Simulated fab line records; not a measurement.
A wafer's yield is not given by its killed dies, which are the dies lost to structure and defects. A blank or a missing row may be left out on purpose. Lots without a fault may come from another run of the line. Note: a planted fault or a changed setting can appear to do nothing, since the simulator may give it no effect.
fab line records	flow sky130	part 2 of 2: steps 27 to 36 of 36
record: lots: 5	wafers: 15	last-day: 49
route steps=708 shown SONOS_ONO@172 GATE_OXIDE@187 POLY_GATE@204 RES_PROTECT@206
lots that met no fault: taken from a fault-free run of the same line
start-h: the number of hours between the record's first day and the start of the first shown wafer of the lot	wait-h: hours from the lot's prior step to this one	" same as the row above	L1.1+2: one row covering several wafers at once	- no value, or no start was given	* or withheld: withheld	< > ~ a bound
route shown NAME@n: NAME is a module with steps in the file, n the number in the route of the first one	usual: mean/standard deviation of fault-free wafers	same: alike in all rows	chamber/n: place in a boat	sites: readings site by site	_std_site: standard deviation across them	_edge_site: mean of outer sites minus mean of inner sites	radius-mm: for every site, how far away it sits from the centre of the wafer	mask NAME#n: copy n	behind: the most recent tool/chamber to have shaped the wafer	hold: why the lot was held/for how many hours/how that ended	device: whichever transistor did not switch (one of n, p or np)	end of line: tests run on the same wafers once the route is complete	a step given without rows: its recipe and nothing more	killed: at the first sort, the dies lost to defects and structure; wafer yield is something else	map: dies across one wafer; x = killed, . = not, _ = none there
set.NAME: the setting that was run; set.NAME@STEP: the one run at that earlier step	model.NAME: the simulator's own value behind a step, which no gauge read
lots at some steps of the route; a table a step, a row a wafer
services: the hour from which a tool's chamber was out of use, counted from the record's first day as start-h (under 0 if before that day), plus the number of hours and why
== steps ==
step: SKY_GATE_OXIDE_IMPLANT_11
recipe: species: B	energy-kev: 10	dose-cm2: 2.6e+12	tilt-deg: withheld
lot.wafer	tool	chamber	start-h	wait-h
L077.2+4+5	implanter-01	0	327.31	0.0
L080.1+2+6	implanter-03	0	380.75	0.0
L082.1+3+6	implanter-03	0	417.98	0.0
L086.2+4+6	implanter-01	0	439.18	0.0
L090.1+2+6	implanter-01	0	460.85	0.0
step: SKY_GATE_OXIDE_WET_ETCH_12
recipe: chemistry: dHF	target-depth-nm: 16.8	dry: n2-spin	target: SiO2	dilution: 100:1	temp-c: 25	time-s: 336
lot.wafer	tool	chamber	start-h	wait-h
L077.2+4+5	wet-bench-04	2	327.43	0.1
L080.1+2+6	wet-bench-02	1	380.90	0.1
L082.1+3+6	wet-bench-04	1	418.13	0.1
L086.2+4+6	wet-bench-04	1	439.30	0.1
L090.1+2+6	wet-bench-04	1	461.00	0.1
step: SKY_GATE_OXIDE_STRIP_13
recipe: chemistry: O2/N2	power-w: 1400	pressure-mtorr: 1500	platen-temp-c: withheld	o2-flow-sccm: 3000	n2-flow-sccm: 300	overash-fraction: 0.5
usual: drypump-motor-current-A: 5.6/0.41	n2-flow-sccm: 299.9/0.92	oes-product-au: 0.715/0.0043	strip-time-to-endpoint-s: 14.20/0.037
same: overash-fraction: 0.5
lot.wafer	tool	chamber	start-h	wait-h	drypump-motor-current-A	n2-flow-sccm	oes-product-au	rf-hours-counter-h	strip-time-to-endpoint-s
L077.2	plasma-asher-04	1	327.54	0.0	5.2	300.7	0.722	60	14.15
L077.4	"	0	"	"	5.8	300.7	0.713	-	14.13
L077.5	"	0	"	"	5.8	299.2	0.711	-	14.18
L080.1	plasma-asher-02	0	381.01	0.0	6.1	299.5	0.717	56	14.19
L080.2	"	1	"	"	5.2	299.7	0.712	56	14.25
L080.6	"	0	"	"	6.1	299.3	0.718	-	14.26
L082.1	plasma-asher-02	0	418.23	0.0	6.1	299.5	0.715	59	14.13
L082.3	"	0	"	"	6.1	300.7	0.717	-	14.17
L082.6	"	0	"	"	6.1	300.5	0.716	-	14.12
L086.2	plasma-asher-04	0	439.41	0.0	5.8	299.8	0.716	71	14.18
L086.4	"	1	"	"	5.2	299.3	0.718	-	14.21
L086.6	"	1	"	"	5.2	299.7	0.716	-	14.19
L090.1	plasma-asher-04	1	461.11	0.0	5.2	300.0	0.720	73	14.19
L090.2	"	0	"	"	5.8	300.0	0.707	73	14.23
L090.6	"	1	"	"	5.2	301.7	0.710	-	14.19
step: SKY_GATE_OXIDE_TW_MEAS_14
usual: GATE_OXIDE_TW: 223.2/1.2
lot.wafer	tool	chamber	start-h	wait-h	GATE_OXIDE_TW
L077.2	film-metro-04	-	327.65	0.1	222.6
L077.4	"	-	"	"	222.3
L077.5	"	-	"	"	223.2
L080.1	film-metro-04	-	381.11	0.1	225.2
L080.2	"	-	"	"	223.5
L080.6	"	-	"	"	223.4
L082.1	film-metro-01	-	418.33	0.1	223.6
L082.3	"	-	"	"	222.5
L082.6	"	-	"	"	222.5
L086.2	film-metro-04	-	439.52	0.1	222.7
L086.4	"	-	"	"	222.4
L086.6	"	-	"	"	223.4
L090.1	film-metro-01	-	461.21	0.1	224.3
L090.2	"	-	"	"	224.1
L090.6	"	-	"	"	224.4
step: SKY_GATE_OXIDE_CLEAN_15
recipe: chemistry: SC1/SC2	mix: 1:4:20	temp-c: 70	time-s: 150	dry: n2-spin
lot.wafer	tool	chamber	start-h	wait-h
L077.2+4+5	wet-bench-01	3	327.70	0.0
L080.1+2+6	wet-bench-04	2	381.17	0.1
L082.1+3+6	wet-bench-02	1	418.39	0.1
L086.2+4+6	wet-bench-04	3	439.57	0.0
L090.1+2+6	wet-bench-04	2	461.27	0.1
step: SKY_GATE_OXIDE_OXIDATION_16
recipe: temp-c: 800	ambient: O2	idle-temp-c: 700	ramp-up-c-per-min: 10	ramp-down-c-per-min: 3	stabilise-s: 600	purge-s: 300	target-thk-a: 35.7	ox-time-s: 1915
usual: spike-tc-bottom-C: 819/3.9
lot.wafer	tool	chamber	start-h	wait-h	spike-tc-bottom-C
L077.2	furnace-02	0	329.45	1.7	818
L077.4	"	0	"	"	817
L077.5	"	0	"	"	817
L080.1	furnace-02	0	383.73	2.5	816
L080.2	"	0	"	"	815
L080.6	"	0	"	"	817
L082.1	furnace-02	0	419.04	0.6	815
L082.3	"	0	"	"	816
L082.6	"	0	"	"	816
L086.2	furnace-02	0	439.64	0.0	816
L086.4	"	0	"	"	815
L086.6	"	0	"	"	815
L090.1	furnace-02	0	461.32	0.0	817
L090.2	"	0	"	"	816
L090.6	"	0	"	"	816
step: SKY_POLY_GATE_CVD_00
recipe: material: poly-Si	target-thk-nm: 180	temp-c: 620	time-s: 720	pressure-mtorr: 200
usual: spike-tc-bottom-C: 643.2/1.3
lot.wafer	tool	chamber	start-h	wait-h	spike-tc-bottom-C
L077.2	lpcvd-01	0	330.98	0.0	645.4
L077.4	"	0	"	"	645.0
L077.5	"	0	"	"	642.5
L080.1	lpcvd-01	1	385.26	0.0	642.4
L080.2	"	1	"	"	643.9
L080.6	"	1	"	"	642.4
L082.1	lpcvd-01	1	420.57	0.0	644.4
L082.3	"	1	"	"	641.6
L082.6	"	1	"	"	641.4
L086.2	lpcvd-01	0	441.17	0.0	644.5
L086.4	"	0	"	"	643.4
L086.6	"	0	"	"	642.6
L090.1	lpcvd-01	1	462.85	0.0	644.1
L090.2	"	1	"	"	643.0
L090.6	"	1	"	"	642.5
step: SKY_POLY_GATE_THK_MEAS_01
recipe: reads: poly-Si_of_POLY_GATE_CVD_00
usual: POLY_GATE_CVD_00_THK: 179.4/1.9
lot.wafer	tool	chamber	start-h	wait-h	POLY_GATE_CVD_00_THK[nm]
L077.2	film-metro-01	-	332.19	0.0	176.1
L077.4	"	-	"	"	177.1
L077.5	"	-	"	"	177.5
L080.1	film-metro-02	-	386.46	0.0	178.5
L080.2	"	-	"	"	178.1
L080.6	"	-	"	"	179.3
L082.1	film-metro-01	-	421.77	0.0	181.4
L082.3	"	-	"	"	180.1
L082.6	"	-	"	"	180.8
L086.2	film-metro-02	-	442.98	0.0	179.2
L086.4	"	-	"	"	180.2
L086.6	"	-	"	"	178.4
L090.1	film-metro-02	-	464.65	0.0	176.3
L090.2	"	-	"	"	177.6
L090.6	"	-	"	"	176.7
step: SKY_RES_PROTECT_DEHYDRATE_00
recipe: temp-c: 200	time-s: 60
usual: chill-plate-temp-C: 22.97/0.11
lot.wafer	tool	chamber	start-h	wait-h	chill-plate-temp-C
L077.2	litho-track-04	0	345.62	13.4	22.80
L077.4	"	0	"	"	22.81
L077.5	"	0	"	"	23.17
L080.1	litho-track-02	0	399.47	13.0	23.06
L080.2	"	0	"	"	23.06
L080.6	"	0	"	"	23.16
L082.1	litho-track-03	0	437.36	15.6	23.07
L082.3	"	0	"	"	23.09
L082.6	"	0	"	"	23.10
L086.2	litho-track-02	0	456.94	14.0	22.91
L086.4	"	0	"	"	22.93
L086.6	"	0	"	"	22.85
L090.1	litho-track-03	0	479.61	15.0	23.01
L090.2	"	0	"	"	22.84
L090.6	"	0	"	"	22.97
step: SKY_RES_PROTECT_HMDS_01
recipe: prime-time-s: 60	prime-temp-c: 120
usual: chill-plate-temp-C: 22.99/0.11
lot.wafer	tool	chamber	start-h	wait-h	chill-plate-temp-C
L077.2	litho-track-04	0	345.77	0.1	22.93
L077.4	"	0	"	"	23.06
L077.5	"	0	"	"	22.93
L080.1	litho-track-02	0	399.62	0.1	23.08
L080.2	"	0	"	"	22.96
L080.6	"	0	"	"	22.89
L082.1	litho-track-03	0	437.51	0.1	22.96
L082.3	"	0	"	"	23.10
L082.6	"	0	"	"	23.05
L086.2	litho-track-02	0	457.09	0.1	23.04
L086.4	"	0	"	"	23.06
L086.6	"	0	"	"	22.98
L090.1	litho-track-03	0	479.76	0.1	23.15
L090.2	"	0	"	"	23.17
L090.6	"	0	"	"	22.98
== services ==
tool	chamber	start-h	hours	kind
iline-stepper-01	-	253.53	2.1	pm
implanter-01	-	255.59	13.2	repair
plasma-asher-04	-	264.07	11.3	pm
lpcvd-03	-	279.13	1.4	repair
furnace-02	-	280.07	3.4	pm
implanter-01	-	287.38	6.0	pm
iline-stepper-02	0	302.40	-	calibration
rie-diel-04	-	306.82	0.2	repair
iline-stepper-02	-	307.04	9.2	repair
lpcvd-03	-	310.23	2.8	pm
plasma-asher-04	-	317.80	1.2	repair
implanter-01	-	332.45	1.0	repair
rie-diel-04	-	349.47	2.8	pm
plasma-asher-02	-	350.41	5.3	pm
implanter-03	-	375.93	1.2	repair
plasma-asher-04	-	388.83	1.4	repair
implanter-01	-	424.22	1.9	repair
rie-diel-04	2	435.33	9.9	repair
iline-stepper-02	-	447.00	1.7	pm
furnace-02	-	448.82	3.3	pm
rie-diel-04	3	456.16	14.0	repair
iline-stepper-01	-	457.00	1.7	pm
lpcvd-01	-	470.93	2.8	pm
furnace-02	-	474.63	3.4	pm
